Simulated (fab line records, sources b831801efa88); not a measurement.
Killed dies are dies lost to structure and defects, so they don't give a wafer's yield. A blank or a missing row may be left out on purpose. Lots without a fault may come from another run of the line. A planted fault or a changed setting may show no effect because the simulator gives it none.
fab line records | flow gf180mcu
record lots=24 wafers=72 last_day=34
route steps=602 shown M1@317 V4@480 V5@554 TOP_METAL@584
lots that met no fault: from a run of the same line without faults
start_h: hours from the record's first day to the start of the lot's first wafer shown | wait_h: hours since the lot's step before | " the same as in the row above | L1.1+2: a row that stands for several wafers | - no value, or no start given | * or withheld: withheld | < > ~ a bound
route shown NAME@n: a module of which the file shows steps, and the number in the route of the first | usual: mean/standard deviation of fault-free wafers | same: alike in all rows | chamber/n: place in a boat | sites: the reading at each site | _std_site: their standard deviation | _edge_site: outer sites' mean less inner sites' | radius_mm: how far each site lies from the wafer's centre | mask NAME#n: copy n | behind: the tool/chamber that last shaped the wafer | hold: why the lot was held/for how many hours/how that ended | device: the transistor (n, p or np) that didn't switch | end of line: the same wafers' tests at the end of the route | a step without rows: its recipe alone | killed: dies lost to structure and defects at the first sort, not the wafer's yield | map: a wafer's dies, x killed, . not, _ none there
set.NAME: the setting as run; set.NAME@STEP: as run at that earlier step | model.NAME: the simulator's own value behind a step, which no gauge read
steps of the route over a sample of lots; a table a step, a row a wafer
services: from which hour (start_h, from the record's first day; less than 0 if before it) a tool's chamber was out of use, for how many hours, and why
## steps
# step GF_M1_SPUTTER_02
# recipe material=AlCu target_thk_nm=450 power_w=10600 time_s=23.9 chamber_pressure_pa=0.4
# usual throttle_valve_pct=30.5/0.73
# columns lot.wafer tool chamber start_h wait_h throttle_valve_pct
L074.3 pvd_sputter-02 - 358.34 0.0 31.9
L074.5 " - " " 30.4
L074.6 " - " " 31.9
L075.3 pvd_sputter-04 - 370.68 0.0 29.9
L075.5 " - " " 31.4
L075.6 " - " " 30.0
L076.2 pvd_sputter-04 - 383.44 0.0 29.8
L076.4 " - " " 29.4
L076.6 " - " " 29.9
L077.1 pvd_sputter-03 - 384.73 0.0 31.4
L077.4 " - " " 30.6
L077.6 " - " " 31.0
L078.2 pvd_sputter-02 - 399.58 0.0 29.2
L078.4 " - " " 31.6
L078.6 " - " " 30.4
L079.1 pvd_sputter-03 - 408.07 0.0 30.7
L079.2 " - " " 31.1
L079.4 " - " " 30.7
L080.1 pvd_sputter-03 - 420.52 0.0 31.0
L080.3 " - " " 30.4
L080.6 " - " " 31.2
L081.1 pvd_sputter-04 - 425.62 0.0 31.2
L081.2 " - " " 29.8
L081.6 " - " " 31.6
L082.1 pvd_sputter-04 - 432.02 0.0 30.2
L082.2 " - " " 29.9
L082.3 " - " " 31.4
L083.2 pvd_sputter-04 - 444.48 0.0 29.9
L083.5 " - " " 29.4
L083.6 " - " " 29.5
L084.1 pvd_sputter-02 - 453.39 0.0 29.2
L084.3 " - " " 30.6
L084.6 " - " " 30.6
L085.1 pvd_sputter-03 - 460.47 0.0 31.1
L085.3 " - " " 30.3
L085.4 " - " " 30.5
L086.2 pvd_sputter-03 - 474.17 0.0 30.7
L086.4 " - " " 30.7
L086.5 " - " " 31.4
L087.2 pvd_sputter-02 - 478.83 0.0 29.0
L087.3 " - " " 30.3
L087.4 " - " " 30.4
L088.3 pvd_sputter-03 - 486.12 0.0 30.7
L088.5 " - " " 30.9
L088.6 " - " " 31.1
L089.1 pvd_sputter-04 - 502.80 0.0 31.2
L089.4 " - " " 29.4
L089.6 " - " " 31.2
L090.2 pvd_sputter-02 - 509.95 0.0 31.7
L090.3 " - " " 29.3
L090.5 " - " " 30.3
L091.1 pvd_sputter-03 - 516.06 0.0 31.4
L091.3 " - " " 30.7
L091.5 " - " " 30.4
L092.1 pvd_sputter-04 - 518.58 0.0 29.6
L092.4 " - " " 31.1
L092.6 " - " " 31.5
L093.2 pvd_sputter-04 - 528.08 0.0 29.9
L093.3 " - " " 29.8
L093.6 " - " " 29.9
L094.1 pvd_sputter-03 - 538.26 0.0 30.4
L094.4 " - " " 30.8
L094.6 " - " " 30.7
L095.2 pvd_sputter-04 - 544.66 0.0 29.9
L095.4 " - " " 31.4
L095.6 " - " " 29.7
L096.2 pvd_sputter-03 - 552.18 0.0 31.0
L096.3 " - " " 30.3
L096.4 " - " " 31.3
L097.1 pvd_sputter-03 - 560.23 0.0 30.5
L097.2 " - " " 30.8
L097.6 " - " " 30.5
# step GF_V4_CMP_04
# recipe material=SiO2 down_force_psi=4 platen_rpm=60 pad_velocity_m_s=0.94248
# usual motor_current_A=12.3/1.3 retaining_ring_pressure_frac=1.001/0.0047 time_to_endpoint_s=78/7
# columns lot.wafer tool chamber start_h wait_h motor_current_A retaining_ring_pressure_frac time_to_endpoint_s
L074.3 cmp-01 1 530.49 0.2 10.0 0.996 81
L074.5 " 2 " " 13.6 1.001 86
L074.6 " 3 " " 11.5 1.003 77
L075.3 cmp-01 1 544.12 0.1 10.0 1.001 76
L075.6 " 0 " " 13.2 1.000 84
L075.5 " 1 " " 10.5 0.999 75
L076.4 cmp-02 2 559.23 0.1 11.7 0.994 83
L076.2 " 3 " " 13.8 0.999 74
L076.6 " 1 " " 11.9 0.997 84
L077.1 cmp-01 3 561.22 0.1 12.6 0.999 69
L077.4 " 0 " " 13.8 1.000 75
L077.6 " 2 " " 13.9 1.001 85
L078.4 cmp-01 3 576.12 2.5 12.3 0.996 80
L078.2 " 0 " " 12.8 1.002 85
L078.6 " 3 " " 11.6 1.002 81
L079.1 cmp-01 1 583.04 0.1 9.3 1.007 85
L079.4 " 2 " " 14.1 1.012 101
L079.2 " 0 " " 13.6 0.995 82
L080.1 cmp-01 0 593.32 0.1 13.5 1.006 77
L080.3 " 1 " " 10.2 1.002 81
L080.6 " 0 " " 14.8 0.994 84
L081.2 cmp-02 3 598.38 0.0 13.7 1.003 72
L081.1 " 1 " " 12.0 1.003 79
L081.6 " 3 " " 13.8 0.997 76
L082.3 cmp-01 1 603.38 0.1 10.1 1.000 71
L082.1 " 2 " " 13.2 1.002 76
L082.2 " 3 " " 12.5 0.992 82
L083.2 cmp-01 0 613.15 0.2 13.6 0.999 67
L083.5 " 1 " " 9.8 1.008 74
L083.6 " 2 " " 13.7 0.997 78
L084.3 cmp-02 2 623.20 0.1 12.0 1.010 68
L084.1 " 3 " " 13.4 1.005 64
L084.6 " 2 " " 12.1 1.004 68
L085.3 cmp-02 3 635.84 0.6 13.6 1.007 77
L085.1 " 0 " " 11.6 1.005 80
L085.4 " 1 " " 12.6 1.001 81
L086.4 cmp-02 2 638.12 0.1 13.0 1.001 73
L086.2 " 3 " " 13.7 1.005 75
L086.5 " 1 " " 11.3 1.005 86
L087.2 cmp-02 2 661.50 0.2 11.4 1.005 72
L087.3 " 3 " " 14.2 0.998 69
L087.4 " 1 " " 11.7 1.004 81
L088.3 cmp-01 3 664.53 0.2 12.0 1.010 73
L088.5 " 1 " " 9.9 1.004 82
L088.6 " 2 " " 13.3 1.004 82
L089.4 cmp-01 1 672.41 0.0 10.5 1.007 87
L089.1 " 0 " " 13.6 1.002 73
L089.6 " 2 " " 13.8 1.004 87
L090.2 cmp-01 1 675.50 0.0 9.9 0.995 90
L090.3 " 2 " " 13.8 1.005 88
L090.5 " 1 " " 9.9 1.000 94
L091.3 cmp-02 0 678.80 0.1 12.0 0.999 72
L091.1 " 1 " " 12.1 1.000 74
L091.5 " 3 " " 14.0 0.996 66
L092.1 cmp-01 3 679.42 0.3 12.9 1.007 74
L092.4 " 0 " " 13.7 0.994 84
L092.6 " 1 " " 9.9 1.007 85
L093.2 cmp-02 0 689.42 0.1 12.3 1.001 82
L093.3 " 1 " " 11.7 1.002 81
L093.6 " 3 " " 13.1 0.995 82
L094.1 cmp-02 3 698.04 0.1 14.6 1.002 66
L094.4 " 0 " " 11.8 1.000 85
L094.6 " 3 " " 13.4 1.006 72
L095.4 cmp-02 2 702.91 0.0 12.0 0.991 66
L095.2 " 3 " " 13.4 1.000 65
L095.6 " 3 " " 13.9 1.009 71
L096.2 cmp-02 1 711.41 0.0 12.3 0.996 77
L096.3 " 2 " " 12.1 0.988 61
L096.4 " 0 " " 11.2 1.003 80
L097.2 cmp-02 0 716.94 0.1 11.6 0.995 80
L097.1 " 1 " " 11.7 1.002 83
L097.6 " 1 " " 12.3 0.996 91
# step GF_V4_CD_MEAS_14
# recipe target_cd_nm=260
# usual cd_nm=260.3/1.2
# columns lot.wafer tool chamber start_h wait_h cd_nm
L074.3 cd_sem-01 - 553.48 0.1 259.1
L074.5 " - " " 258.9
L074.6 " - " " 260.0
L075.3 cd_sem-01 - 566.83 0.1 263.1
L075.5 " - " " 262.5
L075.6 " - " " 262.4
L076.2 cd_sem-01 - 581.73 0.1 260.0
L076.4 " - " " 260.5
L076.6 " - " " 260.8
L077.1 cd_sem-01 - 582.84 0.1 260.7
L077.4 " - " " 261.7
L077.6 " - " " 260.7
L078.2 cd_sem-01 - 597.70 0.3 261.4
L078.4 " - " " 261.2
L078.6 " - " " 262.3
L079.1 cd_sem-01 - 604.09 0.1 260.8
L079.2 " - " " 260.7
L079.4 " - " " 260.7
L080.1 cd_sem-01 - 614.80 0.1 257.8
L080.3 " - " " 258.9
L080.6 " - " " 258.3
L081.1 cd_sem-01 - 619.11 0.2 260.9
L081.2 " - " " 260.2
L081.6 " - " " 260.6
L082.1 cd_sem-01 - 624.79 0.1 259.6
L082.2 " - " " 258.8
L082.3 " - " " 259.3
L083.2 cd_sem-01 - 635.59 1.8 259.2
L083.5 " - " " 260.7
L083.6 " - " " 260.0
L084.1 cd_sem-01 - 660.90 18.8 261.0
L084.3 " - " " 259.5
L084.6 " - " " 259.7
L085.1 cd_sem-01 - 663.78 13.6 261.0
L085.3 " - " " 261.3
L085.4 " - " " 260.4
L086.2 cd_sem-01 - 666.92 13.4 259.3
L086.4 " - " " 259.7
L086.5 " - " " 260.2
L087.2 cd_sem-01 - 670.96 4.8 257.0
L087.3 " - " " 258.4
L087.4 " - " " 257.8
L088.3 cd_sem-01 - 675.35 1.9 259.3
L088.5 " - " " 260.6
L088.6 " - " " 260.1
L089.1 cd_sem-01 - 689.71 0.1 260.8
L089.4 " - " " 261.2
L089.6 " - " " 260.1
L090.2 cd_sem-01 - 694.02 0.1 261.6
L090.3 " - " " 262.9
L090.5 " - " " 261.4
L091.1 cd_sem-01 - 697.70 0.1 261.2
L091.3 " - " " 262.0
L091.5 " - " " 262.5
L092.1 cd_sem-02 - 698.80 0.1 261.2
L092.4 " - " " 261.0
L092.6 " - " " 260.1
L093.2 cd_sem-02 - 708.19 0.1 258.4
L093.3 " - " " 260.1
L093.6 " - " " 258.1
L094.1 cd_sem-01 - 716.60 0.1 261.2
L094.4 " - " " 261.4
L094.6 " - " " 260.4
L095.2 cd_sem-01 - 721.67 0.1 260.4
L095.4 " - " " 260.2
L095.6 " - " " 259.2
L096.2 cd_sem-02 - 729.87 0.1 263.1
L096.3 " - " " 261.5
L096.4 " - " " 261.3
L097.1 cd_sem-01 - 735.10 0.1 258.6
L097.2 " - " " 259.3
L097.6 " - " " 259.6
# step GF_V5_CD_MEAS_14
# recipe target_cd_nm=260
# usual cd_nm=259.9/1.2
# columns lot.wafer tool chamber start_h wait_h cd_nm
L074.3 cd_sem-01 - 621.40 0.2 259.4
L074.5 " - " " 259.3
L074.6 " - " " 258.5
L075.3 cd_sem-01 - 635.73 1.9 257.9
L075.5 " - " " 259.8
L075.6 " - " " 258.0
L076.2 cd_sem-01 - 662.12 16.7 258.4
L076.4 " - " " 258.4
L076.6 " - " " 258.7
L077.1 cd_sem-01 - 662.82 14.5 260.7
L077.4 " - " " 261.0
L077.6 " - " " 260.9
L078.2 cd_sem-01 - 669.78 6.5 257.2
L078.4 " - " " 258.1
L078.6 " - " " 259.2
L079.1 cd_sem-01 - 675.19 2.8 261.4
L079.2 " - " " 261.3
L079.4 " - " " 262.4
L080.1 cd_sem-01 - 678.73 0.2 259.2
L080.3 " - " " 258.5
L080.6 " - " " 260.0
L081.1 cd_sem-01 - 683.75 0.1 259.0
L081.2 " - " " 258.2
L081.6 " - " " 258.8
L082.1 cd_sem-01 - 684.10 0.1 261.4
L082.2 " - " " 261.2
L082.3 " - " " 262.0
L083.2 cd_sem-01 - 684.77 0.1 260.6
L083.5 " - " " 260.6
L083.6 " - " " 260.9
L084.1 cd_sem-01 - 704.34 0.1 258.7
L084.3 " - " " 258.6
L084.6 " - " " 257.8
L085.1 cd_sem-02 - 715.30 0.1 262.3
L085.3 " - " " 262.0
L085.4 " - " " 259.8
L086.2 cd_sem-02 - 722.02 0.1 261.4
L086.4 " - " " 260.0
L086.5 " - " " 261.3
L087.2 cd_sem-01 - 729.17 0.1 259.5
L087.3 " - " " 260.2
L087.4 " - " " 260.1
L088.3 cd_sem-02 - 733.40 0.1 259.9
L088.5 " - " " 259.7
L088.6 " - " " 260.2
L089.1 cd_sem-02 - 747.25 0.1 260.0
L089.4 " - " " 260.6
L089.6 " - " " 259.2
L090.2 cd_sem-02 - 749.38 0.1 260.2
L090.3 " - " " 261.2
L090.5 " - " " 261.0
L092.1 cd_sem-01 - 753.84 0.1 260.8
L092.4 " - " " 260.1
L092.6 " - " " 259.6
L091.1 cd_sem-02 - 754.40 0.1 259.6
L091.3 " - " " 258.9
L091.5 " - " " 259.5
L093.2 cd_sem-02 - 763.33 0.1 259.9
L093.3 " - " " 260.9
L093.6 " - " " 261.7
L094.1 cd_sem-01 - 771.06 0.1 259.6
L094.4 " - " " 260.4
L094.6 " - " " 260.9
L095.2 cd_sem-01 - 774.58 0.1 259.1
L095.4 " - " " 259.6
L095.6 " - " " 260.4
L096.2 cd_sem-02 - 781.58 0.1 258.5
L096.3 " - " " 259.2
L096.4 " - " " 259.5
L097.1 cd_sem-01 - 787.49 0.1 260.1
L097.2 " - " " 260.3
L097.6 " - " " 260.0
# step GF_V5_STRIP_18
# recipe chemistry=O2/N2 power_w=1400 pressure_mtorr=1500 platen_temp_c=250 o2_flow_sccm=3000 n2_flow_sccm=300 overash_fraction=0.5
# usual drypump_motor_current_A=5.9/0.34 heater_power_w=343/20 oes_product_au=0.569/0.0052
# columns lot.wafer tool chamber start_h wait_h drypump_motor_current_A heater_power_w oes_product_au rf_hours_counter_h
L074.3 plasma_asher-02 1 621.70 - 6.0 357 0.584 -
L074.5 " 1 " " 6.0 349 0.566 -
L074.6 " 0 " " 5.7 353 0.571 -
L075.3 plasma_asher-04 1 636.03 - 5.7 316 0.574 -
L075.5 " 1 " " 5.7 320 0.565 -
L075.6 " 0 " " 6.0 354 0.573 -
L076.2 plasma_asher-02 0 662.41 - 5.7 341 0.567 24
L076.4 " 0 " " 5.7 346 0.581 -
L076.6 " 0 " " 5.7 350 0.559 -
L077.1 plasma_asher-01 1 663.13 - 6.6 311 0.569 101
L077.4 " 1 " " 6.6 309 0.570 -
L077.6 " 1 " " 6.6 308 0.566 -
L078.2 plasma_asher-02 1 670.07 - 6.0 350 0.570 26
L078.4 " 0 " " 5.7 349 0.572 -
L078.6 " 0 " " 5.7 354 0.576 -
L079.1 plasma_asher-04 1 675.50 - 5.7 321 0.562 56
L079.2 " 0 " " 6.0 365 0.565 56
L079.4 " 1 " " 5.7 316 0.568 -
L080.1 plasma_asher-02 1 679.04 - 6.0 356 0.567 27
L080.3 " 1 " " 6.0 346 0.573 -
L080.6 " 0 " " 5.7 345 0.564 -
L081.1 plasma_asher-01 1 684.06 - 6.6 303 0.577 104
L081.2 " 0 " " 5.4 361 0.567 104
L081.6 " 0 " " 5.5 363 0.573 -
L082.1 plasma_asher-02 1 684.41 - 6.0 347 0.569 28
L082.2 " 0 " " 5.7 347 0.569 28
L082.3 " 0 " " 5.7 344 0.573 -
L083.2 plasma_asher-04 0 685.06 - 6.0 364 0.575 57
L083.5 " 1 " " 5.7 324 0.576 -
L083.6 " 0 " " 6.0 368 0.570 -
L084.1 plasma_asher-04 1 704.65 - 5.7 337 0.570 59
L084.3 " 0 " " 6.0 360 0.576 -
L084.6 " 0 " " 6.0 355 0.565 -
L085.1 plasma_asher-02 1 715.61 - 6.1 356 0.568 31
L085.3 " 1 " " 6.0 346 0.563 -
L085.4 " 0 " " 5.7 345 0.571 -
L086.2 plasma_asher-02 1 722.31 - 6.0 357 0.564 32
L086.4 " 1 " " 6.1 353 0.571 -
L086.5 " 0 " " 5.7 343 0.575 -
L087.2 plasma_asher-01 0 729.46 - 5.4 369 0.577 109
L087.3 " 0 " " 5.4 367 0.566 -
L087.4 " 1 " " 6.6 311 0.575 -
L088.3 plasma_asher-01 0 733.70 - 5.4 357 0.569 -
L088.5 " 1 " " 6.6 302 0.564 -
L088.6 " 0 " " 5.4 364 0.571 -
L089.1 plasma_asher-04 1 747.56 - 5.7 314 0.560 64
L089.4 " 1 " " 5.7 324 0.583 -
L089.6 " 1 " " 5.7 319 0.566 -
L090.2 plasma_asher-04 0 749.69 - 6.0 376 0.571 64
L090.3 " 0 " " 6.0 366 0.577 -
L090.5 " 0 " " 6.0 369 0.568 -
L092.1 plasma_asher-02 0 754.15 - 5.7 348 0.575 36
L092.4 " 1 " " 6.0 355 0.573 -
L092.6 " 0 " " 5.7 338 0.564 -
L091.1 plasma_asher-01 0 754.71 - 5.4 348 0.567 1
L091.3 " 1 " " 6.6 307 0.565 -
L091.5 " 0 " " 5.4 357 0.562 -
L093.2 plasma_asher-01 0 763.62 - 5.5 356 0.571 2
L093.3 " 1 " " 6.6 305 0.562 -
L093.6 " 0 " " 5.5 347 0.571 -
L094.1 plasma_asher-01 0 771.37 - 5.4 347 0.571 3
L094.4 " 1 " " 6.6 304 0.566 -
L094.6 " 1 " " 6.6 303 0.571 -
L095.2 plasma_asher-02 0 774.87 - 5.7 348 0.563 38
L095.4 " 0 " " 5.7 340 0.569 -
L095.6 " 1 " " 6.0 355 0.567 -
L096.2 plasma_asher-04 1 781.87 - 5.7 324 0.571 67
L096.3 " 1 " " 5.7 319 0.573 -
L096.4 " 0 " " 6.0 362 0.558 -
L097.1 plasma_asher-02 1 787.80 - 6.1 361 0.569 39
L097.2 " 0 " " 5.7 350 0.561 39
L097.6 " 1 " " 6.0 357 0.568 -
# step GF_TOP_METAL_STRIP_17
# recipe chemistry=O2/N2 power_w=1400 pressure_mtorr=1500 platen_temp_c=250 o2_flow_sccm=3000 n2_flow_sccm=300 overash_fraction=0.5
# usual drypump_motor_current_A=5.9/0.44 heater_power_w=322/30 oes_product_au=0.710/0.0042 strip_time_to_endpoint_s=13.40/0.11
# columns lot.wafer tool chamber start_h wait_h drypump_motor_current_A heater_power_w oes_product_au rf_hours_counter_h strip_time_to_endpoint_s
L074.3 plasma_asher-03 1 660.79 0.1 5.4 314 0.711 - 13.56
L074.5 " 0 " " 6.2 275 0.707 - 13.50
L074.6 " 1 " " 5.4 317 0.711 - 13.19
L075.3 plasma_asher-03 1 666.91 0.1 5.4 306 0.711 - 13.53
L075.5 " 0 " " 6.2 276 0.718 - 13.52
L075.6 " 1 " " 5.4 310 0.706 - 13.24
L076.2 plasma_asher-01 0 674.53 0.1 5.5 369 0.707 104 13.46
L076.4 " 1 " " 6.6 310 0.713 - 13.44
L076.6 " 0 " " 5.4 370 0.708 - 13.45
L077.1 plasma_asher-01 1 676.00 0.1 6.6 318 0.709 104 13.50
L077.4 " 0 " " 5.4 367 0.716 - 13.46
L077.6 " 1 " " 6.6 307 0.706 - 13.48
L078.2 plasma_asher-02 0 688.64 0.1 5.7 349 0.707 28 13.44
L078.4 " 0 " " 5.7 349 0.705 - 13.42
L078.6 " 1 " " 6.0 353 0.711 - 13.44
L079.1 plasma_asher-03 1 696.18 0.1 5.4 305 0.715 96 13.50
L079.2 " 0 " " 6.3 284 0.707 96 13.45
L079.4 " 0 " " 6.2 286 0.705 - 13.56
L080.1 plasma_asher-03 0 700.03 0.1 6.2 275 0.718 96 13.34
L080.3 " 1 " " 5.4 314 0.712 - 13.34
L080.6 " 1 " " 5.4 309 0.707 - 13.30
L081.1 plasma_asher-01 1 704.55 0.1 6.6 309 0.708 107 13.50
L081.2 " 0 " " 5.4 365 0.708 107 13.49
L081.6 " 1 " " 6.6 314 0.711 - 13.42
L082.1 plasma_asher-03 1 705.18 0.1 5.4 307 0.709 97 13.53
L082.2 " 0 " " 6.2 282 0.713 97 13.23
L082.3 " 1 " " 5.4 317 0.711 - 13.50
L083.2 plasma_asher-03 1 707.20 0.1 5.5 309 0.708 97 13.34
L083.5 " 1 " " 5.4 306 0.711 - 13.34
L083.6 " 0 " " 6.2 281 0.711 - 13.27
L084.1 plasma_asher-03 1 724.68 0.1 5.4 310 0.707 99 13.51
L084.3 " 0 " " 6.2 283 0.702 - 13.52
L084.6 " 1 " " 5.4 306 0.711 - 13.51
L085.1 plasma_asher-02 0 735.15 0.1 5.7 347 0.713 34 13.26
L085.3 " 1 " " 6.0 365 0.702 - 13.24
L085.4 " 0 " " 5.7 344 0.712 - 13.34
L086.2 plasma_asher-03 0 741.70 0.1 6.2 284 0.699 101 13.43
L086.4 " 0 " " 6.2 282 0.715 - 13.46
L086.5 " 1 " " 5.4 313 0.715 - 13.41
L087.2 plasma_asher-01 1 748.35 0.1 6.6 306 0.703 1 13.36
L087.3 " 1 " " 6.6 295 0.715 - 13.35
L087.4 " 0 " " 5.5 350 0.719 - 13.44
L088.3 plasma_asher-02 1 752.16 0.1 6.0 360 0.712 - 13.24
L088.5 " 1 " " 6.0 356 0.709 - 13.51
L088.6 " 0 " " 5.7 345 0.710 - 13.15
L089.1 plasma_asher-03 0 764.81 0.3 6.2 283 0.710 103 13.39
L089.4 " 0 " " 6.2 285 0.705 - 13.39
L089.6 " 0 " " 6.2 282 0.714 - 13.47
L090.2 plasma_asher-01 1 767.19 0.1 6.6 303 0.713 2 13.23
L090.3 " 1 " " 6.6 302 0.708 - 13.22
L090.5 " 0 " " 5.5 357 0.715 - 13.22
L092.1 plasma_asher-01 0 772.20 0.1 5.4 352 0.709 3 13.38
L092.4 " 0 " " 5.4 351 0.711 - 13.40
L092.6 " 1 " " 6.6 309 0.706 - 13.31
L091.1 plasma_asher-01 0 772.67 0.3 5.4 351 0.707 3 13.39
L091.3 " 0 " " 5.5 350 0.706 - 13.41
L091.5 " 0 " " 5.4 354 0.711 - 13.42
L093.2 plasma_asher-02 0 780.70 0.1 5.7 350 0.705 39 13.22
L093.3 " 1 " " 6.0 345 0.717 - 13.24
L093.6 " 0 " " 5.7 350 0.714 - 13.17
L094.1 plasma_asher-01 1 789.08 0.1 6.6 306 0.709 5 13.23
L094.4 " 1 " " 6.6 313 0.714 - 13.62
L094.6 " 1 " " 6.6 297 0.711 - 13.62
L095.2 plasma_asher-01 1 792.26 0.2 6.6 310 0.710 5 13.33
L095.4 " 1 " " 6.6 305 0.713 - 13.40
L095.6 " 0 " " 5.4 350 0.714 - 13.39
L096.2 plasma_asher-02 1 797.95 0.1 6.1 349 0.709 40 13.44
L096.3 " 1 " " 6.0 351 0.712 - 13.49
L096.4 " 0 " " 5.7 351 0.707 - 13.40
L097.1 plasma_asher-02 0 804.33 0.1 5.8 334 0.718 41 13.57
L097.2 " 1 " " 6.0 353 0.714 41 13.40
L097.6 " 0 " " 5.7 341 0.712 - 13.42
## services
# columns tool chamber start_h hours kind
plasma_asher-01 - 362.67 0.5 repair
cmp-01 - 391.41 1.3 repair
plasma_asher-02 - 393.82 14.6 pm
cmp-01 - 397.71 0.3 repair
cmp-01 - 404.00 4.0 pm
plasma_asher-02 - 415.10 5.1 repair
plasma_asher-02 - 421.25 9.0 pm
plasma_asher-01 - 424.09 0.4 repair
cmp-01 - 464.52 3.0 repair
cmp-02 - 475.27 2.2 repair
plasma_asher-01 - 496.03 0.8 repair
cmp-01 - 497.08 0.8 repair
cmp-02 - 519.65 9.8 pm
cmp-02 - 535.01 0.7 repair
plasma_asher-02 - 539.37 1.5 repair
plasma_asher-01 - 560.56 2.8 pm
plasma_asher-01 - 563.83 2.0 repair
plasma_asher-01 - 567.85 0.6 repair
cmp-01 - 571.63 4.1 pm
cmp-02 - 572.29 4.0 pm
plasma_asher-01 - 678.80 2.3 repair
plasma_asher-01 - 733.77 9.0 pm
plasma_asher-02 - 759.20 1.7 repair
plasma_asher-02 - 784.54 0.7 repair
## key
fault none
